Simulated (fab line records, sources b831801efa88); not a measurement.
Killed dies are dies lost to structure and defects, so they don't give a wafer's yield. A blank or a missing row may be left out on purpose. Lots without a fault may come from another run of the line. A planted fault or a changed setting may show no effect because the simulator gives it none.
Which tool did it? | flow gf180mcu | 12 lots, 36 wafers sampled, at 4 steps of a route of 602

WHAT THE GAUGES READ, wafer by wafer
GF_HV_LDD_TW_MEAS_23. Usual: HV_LDD_2_TW 1051, standard deviation 5.3.
lot  | measured     | on            | HV_LDD_2_TW                   | flag
L281 | day 10 14:28 | film_metro-04 | 1052 1056 1055                |
L284 | day 11 16:25 | film_metro-04 | 1048 1058 1048                |
L285 | day 12 08:11 | film_metro-02 | 1050 1055 1057                |
L286 | day 12 14:54 | film_metro-02 | 1051 1059 1056                |
L287 | day 13 01:14 | film_metro-03 | 1050 1043 1048                |
L292 | day 14 10:14 | film_metro-02 | 1120 1115 1118 1121 1122 1115 | OFF
L293 | day 14 16:40 | film_metro-02 | 1117 1121 1121 1125 1127 1120 | OFF
L299 | day 16 13:13 | film_metro-03 | 1059 1062 1062                |
L300 | day 16 21:33 | film_metro-02 | 1049 1056 1054                |
L302 | day 17 10:25 | film_metro-03 | 1050 1047 1049                |
L303 | day 17 15:34 | film_metro-04 | 1049 1043 1050                |
L304 | day 18 01:14 | film_metro-03 | 1045 1037 1042                |

GF_PSD_OVL_MEAS_08. Usual: PSD_OVL 0.5 nm, standard deviation 1.3.
lot  | measured     | on         | PSD_OVL (nm)  | flag
L281 | day 13 23:02 | overlay-02 | -0.7 0.3 -1.0 |
L284 | day 15 03:59 | overlay-02 | 1.4 1.4 2.8   |
L285 | day 15 22:09 | overlay-02 | 0.1 -0.8 -0.8 |
L286 | day 16 06:20 | overlay-02 | 2.2 2.0 1.2   |
L287 | day 16 18:29 | overlay-01 | 0.5 -0.9 0.9  |
L292 | day 18 08:03 | overlay-02 | 0.0 0.2 0.3   |
L293 | day 18 14:25 | overlay-02 | 1.1 -1.0 -0.5 |
L299 | day 20 16:00 | overlay-02 | 0.5 -0.1 0.6  |
L300 | day 21 01:13 | overlay-02 | -1.4 -1.0 0.5 |
L302 | day 21 15:59 | overlay-02 | 0.6 2.4 1.4   |
L303 | day 21 19:29 | overlay-02 | -0.9 -0.1 1.6 |
L304 | day 22 04:10 | overlay-02 | 0.1 1.3 -0.1  |

WHICH TOOL RAN EACH LOT (tool, then ch and the chambers of the sampled wafers, then the start)
lot  | GF_HV_LDD_IMPLANT_21            | GF_HV_LDD_STRIP_49
L281 | implanter-02 ch 0, day 10 14:14 | plasma_asher-04 ch 0,1, day 12 04:46
L284 | implanter-03 ch 0, day 11 16:10 | plasma_asher-01 ch 0,1, day 13 07:52
L285 | implanter-02 ch 0, day 12 07:58 | plasma_asher-04 ch 0,1, day 14 00:25
L286 | implanter-03 ch 0, day 12 14:41 | plasma_asher-01 ch 0,1, day 14 07:18
L287 | implanter-02 ch 0, day 13 00:59 | plasma_asher-04 ch 0,1, day 14 18:40
L292 | implanter-02 ch 0, day 14 09:59 | plasma_asher-01 ch 0, day 16 05:29
L293 | implanter-02 ch 0, day 14 16:25 | plasma_asher-04 ch 0,1, day 16 13:08
L299 | implanter-04 ch 0, day 16 12:58 | plasma_asher-04 ch 0,1, day 18 12:25
L300 | implanter-03 ch 0, day 16 21:20 | plasma_asher-04 ch 0,1, day 18 21:28
L302 | implanter-03 ch 0, day 17 10:11 | plasma_asher-04 ch 0,1, day 19 11:25
L303 | implanter-04 ch 0, day 17 15:20 | plasma_asher-02 ch 0,1, day 19 15:25
L304 | implanter-04 ch 0, day 18 00:59 | plasma_asher-02 ch 0,1, day 20 02:13
- GF_HV_LDD_IMPLANT_21
- GF_HV_LDD_STRIP_49: strips in O2/N2.

WHAT THE TOOLS THEMSELVES READ (means of the sampled wafers that have a number; where no wafer has one, the mark that the record gives instead)
GF_HV_LDD_IMPLANT_21. Usual: beam_energy_keV 25.000, standard deviation 0.0071; faraday_current_uA 283, standard deviation 5.7; tilt_deg 7.001 degrees, standard deviation 0.019.
lot  | tool         | beam_energy_keV | faraday_current_uA | tilt_deg (degrees) | flag
L281 | implanter-02 | 24.999          | 277                | 7.003              |
L284 | implanter-03 | 24.990          | 279                | 6.989              |
L285 | implanter-02 | 25.013          | 285                | 6.996              |
L286 | implanter-03 | 25.000          | 279                | 6.997              |
L287 | implanter-02 | 25.000          | 284                | 6.998              |
L292 | implanter-02 | 31.824          | 275                | 7.000              | OFF
L293 | implanter-02 | 31.824          | 286                | 7.011              | OFF
L299 | implanter-04 | 24.998          | 285                | 7.002              |
L300 | implanter-03 | 25.001          | 283                | 7.016              |
L302 | implanter-03 | 24.996          | 282                | 6.997              |
L303 | implanter-04 | 25.003          | 282                | 7.000              |
L304 | implanter-04 | 25.006          | 280                | 6.995              |

GF_HV_LDD_STRIP_49. Usual: drypump_motor_current_A 5.5 A, standard deviation 0.41; heater_power_w 331 W, standard deviation 20; o2_flow_sccm 2999 sccm, standard deviation 8.1; oes_product_au 0.716 a.u., standard deviation 0.0046; strip_time_to_endpoint_s 12.62 s, standard deviation 0.042.
lot  | tool            | drypump_motor_current_A (A) | heater_power_w (W) | o2_flow_sccm (sccm) | oes_product_au (a.u.) | strip_time_to_endpoint_s (s) | flag
L281 | plasma_asher-04 | 5.3                         | 341                | 2997                | 0.716                 | 12.67                        |
L284 | plasma_asher-01 | 5.8                         | 319                | 3007                | 0.713                 | 12.61                        |
L285 | plasma_asher-04 | 5.3                         | 343                | 3003                | 0.716                 | 12.56                        |
L286 | plasma_asher-01 | 5.8                         | 316                | 3004                | 0.713                 | 12.59                        |
L287 | plasma_asher-04 | 5.3                         | 341                | 2999                | 0.716                 | 12.53                        |
L292 | plasma_asher-01 | 5.3                         | 345                | 2997                | 0.717                 | 12.61                        |
L293 | plasma_asher-04 | 5.1                         | 328                | 2988                | 0.717                 | 12.61                        |
L299 | plasma_asher-04 | 5.1                         | 334                | 2997                | 0.716                 | 12.63                        |
L300 | plasma_asher-04 | 5.3                         | 340                | 3000                | 0.718                 | 12.63                        |
L302 | plasma_asher-04 | 5.2                         | 342                | 3001                | 0.718                 | 12.65                        |
L303 | plasma_asher-02 | 5.7                         | 325                | 3000                | 0.720                 | 12.62                        |
L304 | plasma_asher-02 | 5.7                         | 328                | 2998                | 0.715                 | 12.68                        |

THE ANSWER, worked out from the rows above alone
Rule: a lot is off if the mean of its wafers that have a number lies more than 3 standard deviations from the usual mean. A lot without any number at a reading at which 4 lots or more have one is off too. The other lots that the step has rows for count as sound. The gauges are gone through in route order, then the tools' own readings, and for those a lot's mean is taken as printed above. The first step at which some lot is off is used, and at that step the reading that is off furthest; a lot without a number counts as furthest.
Off: L292, L293, at GF_HV_LDD_TW_MEAS_23 (HV_LDD_2_TW).
A tool fits if, at a process step before that reading, it ran every lot that is off, and no sound lot after the first of them. The gauges at GF_HV_LDD_TW_MEAS_23 aren't tried: what is off there is off at GF_HV_LDD_IMPLANT_21 too, on other tools, and a gauge's error can't cause that. One fits: implanter-02 at GF_HV_LDD_IMPLANT_21. Its last sound lot is L287 (day 13 00:59), its first lot that is off L292 (day 14 09:59): a fault that began between those two fits.
The tool's own readings at GF_HV_LDD_IMPLANT_21 bear it out: on the lots that are off they differ by more than 5 times the standard deviation of the sound lots' means. beam_energy_keV reads 31.824 there against 25.001 on the sound lots.

WHAT THE SIMULATOR HAD PUT IN
Process parameter drift: implanter-02, from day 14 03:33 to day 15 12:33, at GF_HV_LDD_IMPLANT_21. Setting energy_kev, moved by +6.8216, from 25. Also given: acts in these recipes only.
Lots struck among those shown: L292, L293. The rule above found the same.
